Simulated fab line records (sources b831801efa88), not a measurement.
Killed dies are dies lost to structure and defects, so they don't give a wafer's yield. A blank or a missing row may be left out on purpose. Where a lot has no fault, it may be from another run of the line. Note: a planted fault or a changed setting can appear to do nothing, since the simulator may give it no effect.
fab line records	flow sky130
[record] lots = 13	wafers = 39	last-day = 50
route steps=708 shown RES_XHIGH@336 VIA1@471
lots with no fault: from the same line, run without faults
start-h: hours from the record's first day to the start of the lot's first wafer shown	wait-h: how many hours have passed since the lot's step before this one	" repeats the value in the row above	L1.1+2: one row covering several wafers at once	- no value, or no start was given	* or withheld: withheld	< > ~ a bound
route shown NAME@n: a module of which the file shows steps, and the number in the route of the first	usual: the fault-free wafers' mean and standard deviation	same: alike in all rows	chamber/n: place in a boat	sites: per-site readings	_std_site: the standard deviation of these	_edge_site: outer sites' mean less inner sites'	radius-mm: for every site, how far away it sits from the centre of the wafer	mask NAME#n: copy n	behind: the most recent tool/chamber to have shaped the wafer	hold: the reason the lot was held/the length of the hold in hours/how it ended	device: the transistor (n, p or np) that didn't switch	end of line: tests of these same wafers at the route's end	where a step has no rows: the recipe by itself	killed: the dies lost at the first sort to structure and to defects; this is not the yield of the wafer	map: dies across one wafer; x = killed, . = not, _ = none there
set.NAME: the run value of the setting; set.NAME@STEP: its run value at that earlier step	model.NAME: the simulator's own value behind a step, which no gauge read
steps of the route over a sample of lots; a table a step, a row a wafer
services: the hour from which a tool's chamber was out of use, counted from the record's first day as start-h (under 0 if before that day), plus the number of hours and why
[[steps]]
[step SKY_RES_XHIGH_EXPOSE_04]
[recipe] mask-id = URPM	na = 0.6	source-shape = conventional	sigma-outer = 0.6	polarization = unpolarized	target-cd-nm = 1270	dose-mj = 140
lot.wafer	tool	chamber	start-h	wait-h	mask
L704.3+4+6	iline-stepper-02	0	629.05	-	URPM#0
L707.4+5+6	iline-stepper-02	0	630.57	-	URPM#0
L706.4+5+6	iline-stepper-02	0	632.37	-	URPM#0
L709.1+2+3	iline-stepper-01	0	681.04	-	URPM#0
L710.1+2+4	iline-stepper-02	0	682.09	-	URPM#0
L715.1+2+3	iline-stepper-01	0	695.74	-	URPM#0
L719.2+3+4	iline-stepper-01	0	724.54	-	URPM_R1#0
L722.1+2+5	iline-stepper-01	0	748.39	-	URPM#0
L723.1+2+6	iline-stepper-01	0	764.42	-	URPM#0
L724.4+5+6	iline-stepper-01	0	765.68	-	URPM#0
L725.1+4+6	iline-stepper-02	0	777.39	-	URPM#0
L726.1+3+6	iline-stepper-02	0	782.52	-	URPM#0
L727.2+4+6	iline-stepper-01	0	789.11	-	URPM#0
[step SKY_VIA1_OVL_MEAS_13]
[usual] VIA1_OVL = 0/4.7
lot.wafer	tool	chamber	start-h	wait-h	VIA1_OVL[nm]
L704.3	overlay-01	-	816.09	0.1	-5
L704.4	"	-	"	"	-3
L704.6	"	-	"	"	-7
L707.4	overlay-01	-	819.35	0.1	1
L707.5	"	-	"	"	0
L707.6	"	-	"	"	-4
L706.4	overlay-02	-	820.20	0.1	-9
L706.5	"	-	"	"	-6
L706.6	"	-	"	"	-6
L709.1	overlay-02	-	865.28	0.1	-6
L709.2	"	-	"	"	-5
L709.3	"	-	"	"	-8
L710.1	overlay-01	-	865.63	0.1	7
L710.2	"	-	"	"	6
L710.4	"	-	"	"	1
L715.1	overlay-02	-	877.93	0.1	3
L715.2	"	-	"	"	3
L715.3	"	-	"	"	10
L719.2	overlay-01	-	903.59	0.1	4
L719.3	"	-	"	"	3
L719.4	"	-	"	"	2
L722.1	overlay-02	-	925.44	0.1	9
L722.2	"	-	"	"	1
L722.5	"	-	"	"	6
L723.1	overlay-02	-	941.24	0.1	4
L723.2	"	-	"	"	-3
L723.6	"	-	"	"	-3
L724.4	overlay-02	-	942.55	0.1	-8
L724.5	"	-	"	"	-3
L724.6	"	-	"	"	-5
L725.1	overlay-01	-	953.13	0.1	-9
L725.4	"	-	"	"	-6
L725.6	"	-	"	"	-7
L726.1	overlay-02	-	957.13	0.1	5
L726.3	"	-	"	"	3
L726.6	"	-	"	"	3
L727.2	overlay-01	-	962.69	0.1	1
L727.4	"	-	"	"	3
L727.6	"	-	"	"	5
[step SKY_VIA1_STRIP_16]
[recipe] chemistry = O2/N2	power-w = 1400	pressure-mtorr = 1500	platen-temp-c = withheld	o2-flow-sccm = 3000	n2-flow-sccm = 300	overash-fraction = 0.5
[usual] drypump-motor-current-A = 5.87/0.28	oes-product-au = 0.414/0.005	strip-time-to-endpoint-s = 4.45/0.03
lot.wafer	tool	chamber	start-h	wait-h	drypump-motor-current-A	oes-product-au	rf-hours-counter-h	strip-time-to-endpoint-s
L704.3	plasma-asher-04	0	816.23	0.1	5.59	0.410	-	4.38
L704.4	"	1	"	"	6.20	0.413	-	4.43
L704.6	"	1	"	"	6.21	0.412	-	4.41
L707.4	plasma-asher-04	0	819.49	0.1	5.60	0.420	-	4.50
L707.5	"	1	"	"	6.19	0.420	-	4.42
L707.6	"	0	"	"	5.61	0.411	-	4.50
L706.4	plasma-asher-04	0	820.34	0.1	5.58	0.412	-	4.44
L706.5	"	1	"	"	6.19	0.420	-	4.48
L706.6	"	0	"	"	5.58	0.417	-	4.47
L709.1	plasma-asher-04	1	865.41	0.0	6.21	0.421	44	4.49
L709.2	"	0	"	"	5.57	0.412	44	4.46
L709.3	"	1	"	"	6.17	0.419	-	4.46
L710.1	plasma-asher-02	1	865.76	0.0	5.79	0.415	11	4.49
L710.2	"	0	"	"	5.63	0.418	11	4.45
L710.4	"	0	"	"	5.61	0.416	-	4.46
L715.1	plasma-asher-04	1	878.06	0.0	6.19	0.422	46	4.48
L715.2	"	0	"	"	5.58	0.407	46	4.46
L715.3	"	1	"	"	6.24	0.410	-	4.46
L719.2	plasma-asher-04	0	903.71	0.0	5.60	0.412	48	4.44
L719.3	"	0	"	"	5.60	0.417	-	4.49
L719.4	"	1	"	"	6.17	0.415	-	4.44
L722.1	plasma-asher-04	0	925.56	0.0	5.57	0.417	50	4.49
L722.2	"	1	"	"	6.19	0.406	50	4.45
L722.5	"	0	"	"	5.58	0.412	-	4.49
L723.1	plasma-asher-02	1	941.36	0.0	5.80	0.411	19	4.40
L723.2	"	0	"	"	5.66	0.415	19	4.49
L723.6	"	1	"	"	5.79	0.418	-	4.43
L724.4	plasma-asher-02	0	942.69	0.1	5.60	0.423	-	4.49
L724.5	"	1	"	"	5.79	0.414	-	4.45
L724.6	"	0	"	"	5.61	0.418	-	4.48
L725.1	plasma-asher-01	1	953.25	0.0	6.27	0.420	82	4.48
L725.4	"	0	"	"	5.98	0.411	-	4.45
L725.6	"	1	"	"	6.31	0.409	-	4.45
L726.1	plasma-asher-04	1	957.25	0.0	6.19	0.415	53	4.46
L726.3	"	1	"	"	6.17	0.424	-	4.47
L726.6	"	1	"	"	6.18	0.424	-	4.49
L727.2	plasma-asher-02	0	962.81	0.0	5.62	0.417	21	4.50
L727.4	"	0	"	"	5.62	0.411	-	4.43
L727.6	"	0	"	"	5.62	0.413	-	4.49
[step SKY_VIA1_RS_MEAS_22]
[recipe] thk-meas-gauge = four-point-probe	reads = W_of_VIA1_CVD_21+TiN_of_VIA1_SPUTTER_20
[usual] VIA1_W_RS = 0.430/0.005
lot.wafer	tool	chamber	start-h	wait-h	VIA1_W_RS[ohm/sq]
L704.3	film-metro-04	-	816.99	0.1	0.425
L704.4	"	-	"	"	0.435
L704.6	"	-	"	"	0.429
L707.4	film-metro-02	-	820.26	0.1	0.421
L707.5	"	-	"	"	0.422
L707.6	"	-	"	"	0.429
L706.4	film-metro-04	-	821.12	0.1	0.424
L706.5	"	-	"	"	0.424
L706.6	"	-	"	"	0.428
L709.1	film-metro-04	-	866.20	0.1	0.423
L709.2	"	-	"	"	0.432
L709.3	"	-	"	"	0.423
L710.1	film-metro-02	-	866.51	0.1	0.425
L710.2	"	-	"	"	0.423
L710.4	"	-	"	"	0.427
L715.1	film-metro-03	-	878.90	0.2	0.424
L715.2	"	-	"	"	0.432
L715.3	"	-	"	"	0.422
L719.2	film-metro-04	-	904.47	0.1	0.431
L719.3	"	-	"	"	0.431
L719.4	"	-	"	"	0.433
L722.1	film-metro-04	-	926.31	0.1	0.436
L722.2	"	-	"	"	0.431
L722.5	"	-	"	"	0.437
L723.1	film-metro-03	-	942.14	0.1	0.428
L723.2	"	-	"	"	0.429
L723.6	"	-	"	"	0.428
L724.4	film-metro-03	-	943.47	0.1	0.436
L724.5	"	-	"	"	0.441
L724.6	"	-	"	"	0.442
L725.1	film-metro-02	-	954.00	0.1	0.426
L725.4	"	-	"	"	0.428
L725.6	"	-	"	"	0.430
L726.1	film-metro-04	-	958.00	0.1	0.431
L726.3	"	-	"	"	0.430
L726.6	"	-	"	"	0.430
L727.2	film-metro-02	-	963.58	0.1	0.427
L727.4	"	-	"	"	0.425
L727.6	"	-	"	"	0.429
[[services]]
tool	chamber	start-h	hours	kind
plasma-asher-02	-	614.75	4.3	pm
iline-stepper-01	-	617.93	15.5	repair
iline-stepper-01	-	640.08	1.7	pm
plasma-asher-04	-	684.14	0.4	repair
plasma-asher-02	-	725.05	4.6	repair
plasma-asher-02	-	733.75	9.0	pm
plasma-asher-02	0	733.75	9.0	vent-cycle
plasma-asher-02	1	733.75	9.0	vent-cycle
iline-stepper-02	-	741.57	1.7	pm
plasma-asher-02	0	742.75	-	clean
plasma-asher-02	1	742.75	-	clean
plasma-asher-04	-	756.55	2.8	pm
plasma-asher-02	-	796.97	2.8	pm
iline-stepper-02	-	800.82	0.9	repair
plasma-asher-02	-	841.54	9.4	repair
iline-stepper-01	-	858.31	1.7	pm
iline-stepper-01	-	860.15	2.1	pm
iline-stepper-01	-	862.23	-	consumable-replace:lamp
plasma-asher-01	-	890.46	2.5	repair
iline-stepper-01	-	899.70	2.2	repair
iline-stepper-02	-	901.83	0.7	repair
plasma-asher-04	-	910.43	3.7	repair
iline-stepper-01	-	953.81	4.4	pm
iline-stepper-02	-	959.75	1.7	pm
[[key]]
[first-sign] step = SKY_RES_XHIGH_EXPOSE_04	reading = mask	direction = changed
effect none on later readings
met-at SKY_RES_XHIGH_EXPOSE_04
struck-lots L719
tester-left-out L719
not-acting-at SKY_VIA1_OVL_MEAS_13,SKY_VIA1_STRIP_16,SKY_VIA1_RS_MEAS_22
onset-between 695.74 724.54
[fault] kind = wrong-mask	tool = any	chamber = -	onset-h = 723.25	steps = SKY_RES_XHIGH_EXPOSE_04	aux-copy = URPM_R1#0	cd-offset-nm = 89	scope = struck-lots-only
// tester-left-out: of these lots the tester's yield and bins aren't shown, on N5 and GAA mostly nor the transistor test; their killed dies are dies lost to structure and defects alone, not to doping, threshold or leakage, so they don't give the yield
